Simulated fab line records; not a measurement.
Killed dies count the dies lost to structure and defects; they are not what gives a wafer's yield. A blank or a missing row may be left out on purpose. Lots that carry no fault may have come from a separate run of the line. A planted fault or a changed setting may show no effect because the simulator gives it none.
What tool caused it?	flow gf180mcu	45 wafers from 15 lots sampled at 3 of the route's 602 steps

== WHAT EACH GAUGE READ, for each wafer ==
GF_M2_CD_MEAS_14: the cd target is 280 nm. Usual: 280.1 nm for cdNm, sd 1.3.
lot	measured	on	cdNm (nm)	flag
L170	day 18 22:13	cdSem-01	281.2 279.3 280.5	
L171	day 19 07:35	cdSem-02	280.8 279.9 281.0	
L172	day 19 19:19	cdSem-02	280.0 280.1 279.1	
L174	day 20 12:01	cdSem-02	280.3 279.9 280.0	
L175	day 21 04:44	cdSem-02	279.9 279.8 279.2	
L177	day 21 21:24	cdSem-01	276.1 276.9 276.5	
L180	day 23 04:22	cdSem-01	281.6 281.7 281.1	
L183	day 24 01:14	cdSem-01	280.6 281.1 279.8	
L189	day 26 00:49	cdSem-02	278.3 278.9 278.3	
L190	day 26 05:55	cdSem-01	282.6 283.3 281.9	
L191	day 26 15:28	cdSem-01	279.5 279.3 279.2	
L192	day 27 04:02	cdSem-01	280.9 280.9 280.4	

== EACH LOT AND THE TOOL THAT RAN IT (in order: tool; ch and the chambers of the sampled wafers; start) ==
lot	GF_V1_ETCH_17	GF_V1_CMP_26
L170	rieDiel-01 ch 0,1,2, day 17 21:35 or earlier	cmp-01 ch 0,1,2, day 17 21:35
L171	rieDiel-02 ch 0,2,3, day 18 07:13 or earlier	cmp-02 ch 1,2,3, day 18 07:13
L172	rieDiel-03 ch 1,2,3, day 18 18:29 or earlier	cmp-01 ch 0,2,3, day 18 18:29
L174	rieDiel-02 ch 0,1,2, day 19 11:12 or earlier	cmp-02 ch 0,1,2, day 19 11:12
L175	rieDiel-02 ch 0,1, day 20 04:10 or earlier	cmp-02 ch 1,2,3, day 20 04:10
L177	rieDiel-01 ch 0,1,2, day 20 20:46 or earlier	cmp-01 ch 0,1,2, day 20 20:46
L180	rieDiel-02 ch 1,2,3, day 22 04:56 or earlier	cmp-02 ch 0,3, day 22 04:56
L183	rieDiel-02 ch 1,2,3, day 23 02:20 or earlier	cmp-02 ch 0,1,2, day 23 02:20
L185	rieDiel-02 ch 1,2, day 23 12:14 or earlier	cmp-02 ch 0,1, day 23 12:14
L186	rieDiel-03 ch 0,2,3, day 24 01:34 or earlier	cmp-02 ch 2,3, day 24 01:34
L189	rieDiel-01 ch 1,2, day 25 03:10 or earlier	cmp-01 ch 0,3, day 25 03:10
L188	rieDiel-02 ch 0,1,2, day 25 04:20 or earlier	cmp-02 ch 0,3, day 25 04:20
L190	rieDiel-02 ch 1,3, day 25 08:06 or earlier	cmp-01 ch 1,2, day 25 08:06
L191	rieDiel-03 ch 0,1,2, day 25 18:17 or earlier	cmp-01 ch 0,1,2, day 25 18:17
L192	rieDiel-02 ch 0,1, day 26 06:16 or earlier	cmp-01 ch 1,2,3, day 26 06:16
- GF_V1_ETCH_17: etches SiO2 in C4F8/O2/Ar, stops on TiN, target depth 630 nm.
- GF_V1_CMP_26: polishes, stops on SiO2, t overpolish 15 s, target thk 0 nm.

== WHAT THE TOOLS THEMSELVES READ (means of the sampled wafers that have a number; where no wafer has one, the mark that the record gives instead) ==
GF_V1_ETCH_17. Usual: 0.848 a.u. for oesProductAu, sd 0.0046.
lot	tool	oesProductAu (a.u.)	flag
L170	rieDiel-01	0.846	
L171	rieDiel-02	0.847	
L172	rieDiel-03	0.846	
L174	rieDiel-02	0.844	
L175	rieDiel-02	0.846	
L177	rieDiel-01	0.846	
L180	rieDiel-02	0.847	
L183	rieDiel-02	0.853	
L185	rieDiel-02	0.852	
L186	rieDiel-03	0.851	
L189	rieDiel-01	0.852	
L188	rieDiel-02	0.850	
L190	rieDiel-02	0.852	
L191	rieDiel-03	0.848	
L192	rieDiel-02	0.849	

GF_V1_CMP_26. Usual: headPressurePsi 3.500 psi, standard deviation 0.0079; motorCurrentA 12.2 A, standard deviation 0.62; overpolishRunS 15.000 s, standard deviation 0.0096; slurryFlowMlMin 150.1, standard deviation 0.46; timeToEndpointS 84.9 s, standard deviation 3.
lot	tool	headPressurePsi (psi)	motorCurrentA (A)	overpolishRunS (s)	slurryFlowMlMin	timeToEndpointS (s)	flag
L170	cmp-01	3.495	11.6	15.011	149.8	86.2	
L171	cmp-02	3.500	12.5	14.995	150.1	88.2	
L172	cmp-01	3.503	11.9	14.994	150.3	87.9	
L174	cmp-02	3.493	11.9	15.000	150.1	86.6	
L175	cmp-02	3.502	12.3	14.998	150.1	84.2	
L177	cmp-01	3.498	12.0	14.995	149.9	88.4	
L180	cmp-02	3.508	12.9	15.009	149.8	83.3	
L183	cmp-02	3.499	12.0	15.007	149.9	84.1	
L185	cmp-02	3.497	12.4	0.040	149.7	128.9	OFF
L186	cmp-02	3.500	12.0	0.035	150.5	129.4	OFF
L189	cmp-01	3.494	12.0	14.998	149.9	87.3	
L188	cmp-02	3.501	13.1	0.040	150.7	127.0	OFF
L190	cmp-01	3.496	11.6	14.995	149.9	85.4	
L191	cmp-01	3.504	12.4	15.001	149.7	85.9	
L192	cmp-01	3.505	11.5	15.004	150.1	82.0	

== THE ANSWER, worked out from the rows above alone ==
Rule: a lot counts as off when the mean over its wafers that have a number is more than 3 standard deviations away from the usual mean. A lot without any number at a reading at which 4 lots or more have one is off too. All remaining lots with rows at the step are treated as sound. First the gauges in route order, then the tools' own readings, where a lot's mean is used as printed above. The first step at which some lot is off is used, and at that step the reading that is off furthest; a lot without a number counts as furthest.
Off: L185, L186, L188, at GF_V1_CMP_26 (overpolishRunS).
If a tool, at that step or one of the process steps before it, ran each lot that is off and ran no sound lot following the first of them, it fits. GF_V1_ETCH_17: start missing for some lots; hours and lot order therefore follow GF_V1_CMP_26. One candidate fits, namely cmp-02 at GF_V1_CMP_26. A fault onset in the window from L183 (day 23 02:20, its last sound lot) to L185 (day 23 12:14, its first lot off) fits.
The tool's own readings at GF_V1_CMP_26 bear it out: on the lots that are off they differ by more than 5 times the standard deviation of the sound lots' means. overpolishRunS reads 0.038 s there against 15.001 s on the sound lots; timeToEndpointS reads 128.4 s there against 85.8 s on the sound lots.

== WHAT THE SIMULATOR HAD INSERTED ==
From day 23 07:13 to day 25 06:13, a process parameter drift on cmp-02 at GF_V1_CMP_26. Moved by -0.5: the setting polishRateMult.
Lots struck among those shown: L185, L186, L188. The rule above found the same.
